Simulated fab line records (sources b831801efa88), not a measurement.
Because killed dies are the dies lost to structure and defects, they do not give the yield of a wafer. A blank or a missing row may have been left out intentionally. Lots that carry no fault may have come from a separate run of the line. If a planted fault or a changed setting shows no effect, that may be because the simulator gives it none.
Shared-tool check | flow sky130 | Sample size 12 lots and 36 wafers

== THE REASON FOR OPENING IT ==
2 of 12 lots carry a flag on the reading POLY_GATE_OXIDATION_THK at SKY_POLY_GATE_THK_MEAS_21. No-fault wafers: 3.95 nm, standard deviation 0.073.
Rule: flag the lot when none of its wafers has a number, or when each of its wafers that has one lies beyond 4 standard deviations from that mean. The other lots count as sound.

lot  | measured     | on           | POLY_GATE_OXIDATION_THK (nm), wafer by wafer | flag
L681 | day 17 07:22 | filmMetro-04 | 3.90 4.01 3.87                               | 
L682 | day 17 15:46 | filmMetro-03 | 3.92 4.03 3.96                               | 
L686 | day 18 08:55 | filmMetro-03 | 4.06 4.12 4.00                               | 
L687 | day 19 05:23 | filmMetro-04 | 3.96 3.86 3.89                               | 
L692 | day 20 16:51 | filmMetro-04 | 5.27 5.23 5.19                               | FLAGGED
L693 | day 20 19:18 | filmMetro-03 | 5.29 5.29 5.31                               | FLAGGED
L694 | day 21 06:08 | filmMetro-03 | 3.99 3.99 3.97                               | 
L699 | day 23 01:44 | filmMetro-01 | 3.93 3.96 3.86                               | 
L700 | day 23 04:31 | filmMetro-03 | 3.88 3.91 3.86                               | 
L702 | day 24 01:37 | filmMetro-03 | 3.94 3.95 3.90                               | 
L703 | day 24 06:11 | filmMetro-03 | 4.16 4.01 4.05                               | 
L704 | day 24 12:42 | filmMetro-03 | 3.97 4.04 3.93                               | 
The numbers of the flagged lots are 5.26 nm on average: +1.31 nm against the usual, or +18 standard deviations.

== WHICH TOOL RAN EACH LOT ==
The record keeps 1 process step preceding the reading, out of 708 steps on the route. In each cell: the tool, then ch and the chambers that the sampled wafers went through, then the start.
lot  | flag    | SKY_POLY_GATE_OXIDATION_20
L681 |         | furnace-02 ch 0, day 17 06:06
L682 |         | furnace-02 ch 0, day 17 14:31
L686 |         | furnace-01 ch 0, day 18 07:38
L687 |         | furnace-01 ch 0, day 19 04:07
L692 | FLAGGED | furnace-01 ch 0, day 20 15:36
L693 | FLAGGED | furnace-01 ch 0, day 20 18:04
L694 |         | furnace-02 ch 0, day 21 04:52
L699 |         | furnace-02 ch 0, day 23 00:28
L700 |         | furnace-02 ch 0, day 23 03:15
L702 |         | furnace-01 ch 0, day 24 00:21
L703 |         | furnace-01 ch 0, day 24 04:54
L704 |         | furnace-01 ch 0, day 24 11:27
What the steps here do:
- SKY_POLY_GATE_OXIDATION_20: stabilise 600 s, purge 300 s, target thk 4 nm.
- SKY_POLY_GATE_THK_MEAS_21

== FLAGGED OVER TOTAL, TOOL BY TOOL (the gauges that took the reading come last) ==
step                       | tool         | lots run | flagged | share of the flagged lots | sound lots run after its first flagged lot
SKY_POLY_GATE_OXIDATION_20 | furnace-01   | 7        | 2       | all                       | 3 (L702,L703,L704)
SKY_POLY_GATE_OXIDATION_20 | furnace-02   | 5        | 0       | none                      | -
SKY_POLY_GATE_THK_MEAS_21  | filmMetro-01 | 1        | 0       | none                      | -
SKY_POLY_GATE_THK_MEAS_21  | filmMetro-03 | 8        | 1       | some                      | 5 (L694,L700,L702,L703,L704)
SKY_POLY_GATE_THK_MEAS_21  | filmMetro-04 | 3        | 1       | some                      | 0

== WHAT THE TABLE PERMITS ==
All flagged lots share 1 row of the table, namely furnace-01 at SKY_POLY_GATE_OXIDATION_20.
- furnace-01 at SKY_POLY_GATE_OXIDATION_20 ran 7 lots, 2 of them flagged. After the first flagged lot (L702, L703, L704), sound lots still ran on it; a lasting fault on the whole tool would not permit that. Its own readings (spikeTcBottomC, spikeTcCentreC, spikeTcLowerC, spikeTcTopC, spikeTcUpperC) fall more than 4 standard deviations out on all wafers of the flagged lots.
There is no row in the table that ran each flagged lot and no sound lot after the first.

== WHAT THE SIMULATOR HAD INSERTED ==
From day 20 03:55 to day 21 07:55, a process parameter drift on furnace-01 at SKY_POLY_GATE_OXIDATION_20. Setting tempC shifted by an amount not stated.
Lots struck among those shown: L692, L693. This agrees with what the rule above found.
